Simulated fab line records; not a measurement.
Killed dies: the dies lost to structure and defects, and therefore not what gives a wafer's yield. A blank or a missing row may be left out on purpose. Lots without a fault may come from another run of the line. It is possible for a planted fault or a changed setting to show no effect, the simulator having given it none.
Chamber matching + flow sky130 + SKY_FIELD_ISO_CMP_27 on cmp-02 has 4 sister chambers
The step polishes, stops on Si3N4, t overpolish 16 s, target thk 457.8 nm. 4 wafers are shown with their chamber, then 7 later ones without.

EACH WAFER AND ITS CHAMBER
| wafer  | chamber | motor_current_A (A) |
|--------|---------|---------------------|
| L672.1 | 2       | 11.4                |
| L672.4 | 0       | 9.4                 |
| L675.3 | 1       | 12.7                |
| L675.4 | 3       | 15.6                |

WAFERS WITHOUT THEIR CHAMBER
| wafer  | motor_current_A (A) |
|--------|---------------------|
| L675.6 | 11.9                |
| L683.2 | 14.7                |
| L683.3 | 11.7                |
| L683.6 | 14.4                |
| L689.1 | 12.7                |
| L689.4 | 14.8                |
| L689.6 | 13.2                |

THE CHAMBER EACH PASSED THROUGH
| wafer  | from the rows above     | in truth |
|--------|-------------------------|----------|
| L675.6 | can't be placed: 2 or 1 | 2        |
| L683.2 | can't be placed: 3 or 1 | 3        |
| L683.3 | can't be placed: 2 or 1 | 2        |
| L683.6 | can't be placed: 3 or 1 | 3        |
| L689.1 | can't be placed: 1 or 2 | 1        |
| L689.4 | can't be placed: 3 or 1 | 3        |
| L689.6 | can't be placed: 1 or 2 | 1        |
Correctly placed: 0 of 7. Not placeable from these rows: 7 (in 7, the candidates include the true chamber). Placed wrongly: 0.
How it was worked out, from the rows above alone: a wafer's distance from a chamber is the root of the sum, over the readings, of the square of ((its reading less the chamber's mean) divided by the reading's scatter). The wafer belongs to the nearest chamber; if the next one is less than 2 further off, it can't be placed. A chamber's mean is the mean of its shown wafers. The scatter: root of mean squared gap, hidden wafer to nearest shown wafer, with one shown wafer a chamber.
